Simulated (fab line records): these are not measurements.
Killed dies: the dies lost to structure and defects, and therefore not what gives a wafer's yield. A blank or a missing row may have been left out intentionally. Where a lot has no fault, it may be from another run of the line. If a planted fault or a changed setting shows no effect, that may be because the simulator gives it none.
Which of the tools did it? || flow gf180mcu || Sampling: 11 lots, 33 wafers, 5 of 602 route steps

## WHAT EACH GAUGE READ, for each wafer
GF_POLY_GATE_THK_MEAS_01.
{"lot": "L187", "measured": "day 9 03:54", "on": "film-metro-04", "POLY_GATE_CVD_00_THK (nm)": "203.0 202.3 201.7"}
{"lot": "L188", "measured": "day 9 08:49", "on": "film-metro-04", "POLY_GATE_CVD_00_THK (nm)": "198.1 199.0 197.7"}
{"lot": "L190", "measured": "day 9 19:10", "on": "film-metro-02", "POLY_GATE_CVD_00_THK (nm)": "198.2 198.7 198.8"}
{"lot": "L192", "measured": "day 10 12:15", "on": "film-metro-04", "POLY_GATE_CVD_00_THK (nm)": "201.6 202.2 202.6"}
{"lot": "L194", "measured": "day 11 00:42", "on": "film-metro-01", "POLY_GATE_CVD_00_THK (nm)": "198.8 200.1 199.9"}
{"lot": "L197", "measured": "day 11 19:54", "on": "film-metro-02", "POLY_GATE_CVD_00_THK (nm)": "201.8 201.5 201.2"}
{"lot": "L198", "measured": "day 12 03:10", "on": "film-metro-04", "POLY_GATE_CVD_00_THK (nm)": "201.5 200.7 199.5"}
{"lot": "L199", "measured": "day 12 08:02", "on": "film-metro-02", "POLY_GATE_CVD_00_THK (nm)": "200.0 199.4 198.3"}
{"lot": "L200", "measured": "day 12 16:04", "on": "film-metro-02", "POLY_GATE_CVD_00_THK (nm)": "138.6 138.7 138.8 138.5 138.8 138.8"}
{"lot": "L201", "measured": "day 13 01:38", "on": "film-metro-04", "POLY_GATE_CVD_00_THK (nm)": "142.7 141.5 142.2 142.8 141.4 142.2"}
{"lot": "L205", "measured": "day 14 03:39", "on": "film-metro-01", "POLY_GATE_CVD_00_THK (nm)": "199.7 197.6 198.3"}

GF_V1_THK_MEAS_03.
{"lot": "L187", "measured": "day 18 02:44", "on": "film-metro-01", "V1_CVD_02_THK (nm)": "829 852 848"}
{"lot": "L188", "measured": "day 18 07:03", "on": "film-metro-01", "V1_CVD_02_THK (nm)": "835 848 853"}
{"lot": "L190", "measured": "day 18 22:04", "on": "film-metro-04", "V1_CVD_02_THK (nm)": "843 848 869"}
{"lot": "L192", "measured": "day 19 19:43", "on": "film-metro-01", "V1_CVD_02_THK (nm)": "842 859 858"}
{"lot": "L194", "measured": "day 20 12:11", "on": "film-metro-01", "V1_CVD_02_THK (nm)": "833 849 855"}
{"lot": "L197", "measured": "day 21 12:24", "on": "film-metro-04", "V1_CVD_02_THK (nm)": "845 841 850"}
{"lot": "L198", "measured": "day 21 21:08", "on": "film-metro-04", "V1_CVD_02_THK (nm)": "843 861 855"}
{"lot": "L199", "measured": "day 22 06:08", "on": "film-metro-01", "V1_CVD_02_THK (nm)": "842 844 852"}
{"lot": "L200", "measured": "day 22 15:17", "on": "film-metro-04", "V1_CVD_02_THK (nm)": "852 853 861"}
{"lot": "L201", "measured": "day 23 00:58", "on": "film-metro-03", "V1_CVD_02_THK (nm)": "835 846 853"}
{"lot": "L205", "measured": "day 24 05:16", "on": "film-metro-01", "V1_CVD_02_THK (nm)": "842 864 855"}

## EACH LOT AND THE TOOL THAT RAN IT (in order: tool; ch and the chambers of the sampled wafers; start)
{"lot": "L187", "GF_POLY_GATE_CVD_00": "lpcvd-01 ch 0, day 9 02:34", "GF_POLY_GATE_ETCH_13": "rie-si-02 ch 0,1,2, day 9 20:07", "GF_SALICIDE_SPUTTER_03": "pvd-sputter-04, day 16 00:38"}
{"lot": "L188", "GF_POLY_GATE_CVD_00": "lpcvd-02 ch 1, day 9 07:28", "GF_POLY_GATE_ETCH_13": "rie-si-01 ch 1,2, day 10 01:54", "GF_SALICIDE_SPUTTER_03": "pvd-sputter-02, day 16 05:50"}
{"lot": "L190", "GF_POLY_GATE_CVD_00": "lpcvd-02 ch 0, day 9 17:49", "GF_POLY_GATE_ETCH_13": "rie-si-01 ch 0,1, day 10 12:23", "GF_SALICIDE_SPUTTER_03": "pvd-sputter-03, day 16 19:00"}
{"lot": "L192", "GF_POLY_GATE_CVD_00": "lpcvd-01 ch 0, day 10 10:55", "GF_POLY_GATE_ETCH_13": "rie-si-02 ch 0,1,3, day 11 06:08", "GF_SALICIDE_SPUTTER_03": "pvd-sputter-03, day 17 15:55"}
{"lot": "L194", "GF_POLY_GATE_CVD_00": "lpcvd-02 ch 0, day 10 22:42", "GF_POLY_GATE_ETCH_13": "rie-si-01 ch 1,2,3, day 11 19:48", "GF_SALICIDE_SPUTTER_03": "pvd-sputter-03, day 18 07:36"}
{"lot": "L197", "GF_POLY_GATE_CVD_00": "lpcvd-02 ch 0, day 11 18:34", "GF_POLY_GATE_ETCH_13": "rie-si-02 ch 1,2, day 12 14:59", "GF_SALICIDE_SPUTTER_03": "pvd-sputter-03, day 19 08:22"}
{"lot": "L198", "GF_POLY_GATE_CVD_00": "lpcvd-01 ch 0, day 12 01:49", "GF_POLY_GATE_ETCH_13": "rie-si-02 ch 1,2,3, day 12 23:02", "GF_SALICIDE_SPUTTER_03": "pvd-sputter-03, day 19 18:48"}
{"lot": "L199", "GF_POLY_GATE_CVD_00": "lpcvd-01 ch 1, day 12 06:42", "GF_POLY_GATE_ETCH_13": "rie-si-02 ch 1,2,3, day 13 04:05", "GF_SALICIDE_SPUTTER_03": "pvd-sputter-04, day 20 02:37"}
{"lot": "L200", "GF_POLY_GATE_CVD_00": "lpcvd-02 ch 1, day 12 14:43", "GF_POLY_GATE_ETCH_13": "rie-si-01 ch 0,1,2, day 13 12:19", "GF_SALICIDE_SPUTTER_03": "pvd-sputter-02, day 20 12:32"}
{"lot": "L201", "GF_POLY_GATE_CVD_00": "lpcvd-02 ch 1, day 13 00:18", "GF_POLY_GATE_ETCH_13": "rie-si-02 ch 2,3, day 13 22:02", "GF_SALICIDE_SPUTTER_03": "pvd-sputter-03, day 20 22:34"}
{"lot": "L205", "GF_POLY_GATE_CVD_00": "lpcvd-01 ch 1, day 14 02:19", "GF_POLY_GATE_ETCH_13": "rie-si-01 ch 0,1,3, day 15 00:54", "GF_SALICIDE_SPUTTER_03": "pvd-sputter-02, day 22 04:05"}
- GF_POLY_GATE_CVD_00: deposits poly-Si, target thk 200 nm, time 1200 s.
- GF_POLY_GATE_ETCH_13: etches poly-Si in HBr/Cl2, stops on SiO2, target depth 198.5 nm, time 69.6 s.
- GF_SALICIDE_SPUTTER_03: material TiN, target thk 20 nm, time 16.7 s.

## WHAT THE TOOLS THEMSELVES READ (means of the sampled wafers that have a number; where no wafer has one, the mark that the record gives instead)
GF_POLY_GATE_CVD_00.
{"lot": "L187", "tool": "lpcvd-01", "pressure-mtorr (mTorr)": 199.7}
{"lot": "L188", "tool": "lpcvd-02", "pressure-mtorr (mTorr)": 199.8}
{"lot": "L190", "tool": "lpcvd-02", "pressure-mtorr (mTorr)": 199.8}
{"lot": "L192", "tool": "lpcvd-01", "pressure-mtorr (mTorr)": 199.9}
{"lot": "L194", "tool": "lpcvd-02", "pressure-mtorr (mTorr)": 200.3}
{"lot": "L197", "tool": "lpcvd-02", "pressure-mtorr (mTorr)": 199.4}
{"lot": "L198", "tool": "lpcvd-01", "pressure-mtorr (mTorr)": 200.1}
{"lot": "L199", "tool": "lpcvd-01", "pressure-mtorr (mTorr)": 200.2}
{"lot": "L200", "tool": "lpcvd-02", "pressure-mtorr (mTorr)": 100.4}
{"lot": "L201", "tool": "lpcvd-02", "pressure-mtorr (mTorr)": 99.6}
{"lot": "L205", "tool": "lpcvd-01", "pressure-mtorr (mTorr)": 200.0}

GF_POLY_GATE_ETCH_13.
{"lot": "L187", "tool": "rie-si-02", "HBr_flow_sccm (sccm)": 149.5, "chamber-pressure-mTorr (mTorr)": 10.001, "drypump-motor-current-A (A)": 5.69, "he-backside-leak-sccm (sccm)": 2.90, "oes-product-au (a.u.)": 0.987, "throttle-valve-pct (%)": 33.673}
{"lot": "L188", "tool": "rie-si-01", "HBr_flow_sccm (sccm)": 150.2, "chamber-pressure-mTorr (mTorr)": 9.997, "drypump-motor-current-A (A)": 5.63, "he-backside-leak-sccm (sccm)": 2.58, "oes-product-au (a.u.)": 0.985, "throttle-valve-pct (%)": 33.687}
{"lot": "L190", "tool": "rie-si-01", "HBr_flow_sccm (sccm)": 150.6, "chamber-pressure-mTorr (mTorr)": 9.994, "drypump-motor-current-A (A)": 5.74, "he-backside-leak-sccm (sccm)": 2.59, "oes-product-au (a.u.)": 0.988, "throttle-valve-pct (%)": 33.671}
{"lot": "L192", "tool": "rie-si-02", "HBr_flow_sccm (sccm)": 150.2, "chamber-pressure-mTorr (mTorr)": 9.985, "drypump-motor-current-A (A)": 5.69, "he-backside-leak-sccm (sccm)": 2.80, "oes-product-au (a.u.)": 0.986, "throttle-valve-pct (%)": 33.695}
{"lot": "L194", "tool": "rie-si-01", "HBr_flow_sccm (sccm)": 149.8, "chamber-pressure-mTorr (mTorr)": 10.002, "drypump-motor-current-A (A)": 5.45, "he-backside-leak-sccm (sccm)": 2.37, "oes-product-au (a.u.)": 0.993, "throttle-valve-pct (%)": 33.687}
{"lot": "L197", "tool": "rie-si-02", "HBr_flow_sccm (sccm)": 149.7, "chamber-pressure-mTorr (mTorr)": 9.997, "drypump-motor-current-A (A)": 5.70, "he-backside-leak-sccm (sccm)": 2.63, "oes-product-au (a.u.)": 0.992, "throttle-valve-pct (%)": 33.681}
{"lot": "L198", "tool": "rie-si-02", "HBr_flow_sccm (sccm)": 150.1, "chamber-pressure-mTorr (mTorr)": 10.000, "drypump-motor-current-A (A)": 5.72, "he-backside-leak-sccm (sccm)": 2.53, "oes-product-au (a.u.)": 0.989, "throttle-valve-pct (%)": 33.686}
{"lot": "L199", "tool": "rie-si-02", "HBr_flow_sccm (sccm)": 150.2, "chamber-pressure-mTorr (mTorr)": 9.999, "drypump-motor-current-A (A)": 5.73, "he-backside-leak-sccm (sccm)": 2.51, "oes-product-au (a.u.)": 0.989, "throttle-valve-pct (%)": 33.683}
{"lot": "L200", "tool": "rie-si-01", "HBr_flow_sccm (sccm)": 149.9, "chamber-pressure-mTorr (mTorr)": 10.005, "drypump-motor-current-A (A)": 5.57, "he-backside-leak-sccm (sccm)": 2.65, "oes-product-au (a.u.)": 0.781, "throttle-valve-pct (%)": 33.678}
{"lot": "L201", "tool": "rie-si-02", "HBr_flow_sccm (sccm)": 149.8, "chamber-pressure-mTorr (mTorr)": 10.004, "drypump-motor-current-A (A)": 5.88, "he-backside-leak-sccm (sccm)": 2.46, "oes-product-au (a.u.)": 0.795, "throttle-valve-pct (%)": 33.689}
{"lot": "L205", "tool": "rie-si-01", "HBr_flow_sccm (sccm)": 150.0, "chamber-pressure-mTorr (mTorr)": 9.992, "drypump-motor-current-A (A)": 5.57, "he-backside-leak-sccm (sccm)": 2.54, "oes-product-au (a.u.)": 0.995, "throttle-valve-pct (%)": 33.675}

GF_SALICIDE_SPUTTER_03.
{"lot": "L187", "tool": "pvd-sputter-04", "throttle-valve-pct (%)": 28.5}
{"lot": "L188", "tool": "pvd-sputter-02", "throttle-valve-pct (%)": 30.4}
{"lot": "L190", "tool": "pvd-sputter-03", "throttle-valve-pct (%)": 29.9}
{"lot": "L192", "tool": "pvd-sputter-03", "throttle-valve-pct (%)": 30.0}
{"lot": "L194", "tool": "pvd-sputter-03", "throttle-valve-pct (%)": 30.0}
{"lot": "L197", "tool": "pvd-sputter-03", "throttle-valve-pct (%)": 30.3}
{"lot": "L198", "tool": "pvd-sputter-03", "throttle-valve-pct (%)": 29.9}
{"lot": "L199", "tool": "pvd-sputter-04", "throttle-valve-pct (%)": 29.9}
{"lot": "L200", "tool": "pvd-sputter-02", "throttle-valve-pct (%)": 30.9}
{"lot": "L201", "tool": "pvd-sputter-03", "throttle-valve-pct (%)": 30.4}
{"lot": "L205", "tool": "pvd-sputter-02", "throttle-valve-pct (%)": 30.4}

## THE ANSWER, worked out from the rows above alone
Rule: usual is defined by the lots themselves. Put in order of their means at a reading, lots are off if they are a third of the lots or fewer, leave a main group of 4 or more, and stand apart from it by a gap of 3 or more times the standard deviation of the main group's means; of several such gaps the widest counts. Not used: any main group whose means are identical at the precision the tables above print for the reading. Also off: a lot with no number at a reading for which 4 or more lots have one. All remaining lots with rows at the step are treated as sound. After the gauges, taken in route order, come the tools' own readings; for these a lot's mean is taken, as printed above. The first step at which some lot is off is used, and at that step the reading that is off furthest; a lot without a number counts as furthest.
Off: at GF_POLY_GATE_THK_MEAS_01 (POLY_GATE_CVD_00_THK), L200, L201. For the main group the mean is 200.1 nm and the standard deviation 1.5.
A tool fits if, at a process step before that reading, it ran every lot that is off, and no sound lot after the first of them. The gauges at GF_POLY_GATE_THK_MEAS_01 aren't tried: what is off there is off at GF_POLY_GATE_CVD_00 too, on other tools, and a gauge's error can't cause that. One fits: GF_POLY_GATE_CVD_00 on lpcvd-02. A fault onset in the window from L197 (day 11 18:34, its last sound lot) to L200 (day 12 14:43, its first lot off) fits.
On the lots that are off, the tool's own readings at GF_POLY_GATE_CVD_00 differ by more than 5 times the standard deviation of the sound lots' means, which bears it out; pressure-mtorr reads 100.0 mTorr there versus 199.9 mTorr on the sound lots.

## WHAT THE SIMULATOR HAD INSERTED
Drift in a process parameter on lpcvd-02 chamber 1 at GF_POLY_GATE_CVD_00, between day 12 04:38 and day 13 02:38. Setting pressure-mtorr, moved by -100, from 200. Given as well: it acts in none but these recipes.
Struck lots among those shown: L200, L201. The same result came from the rule above.
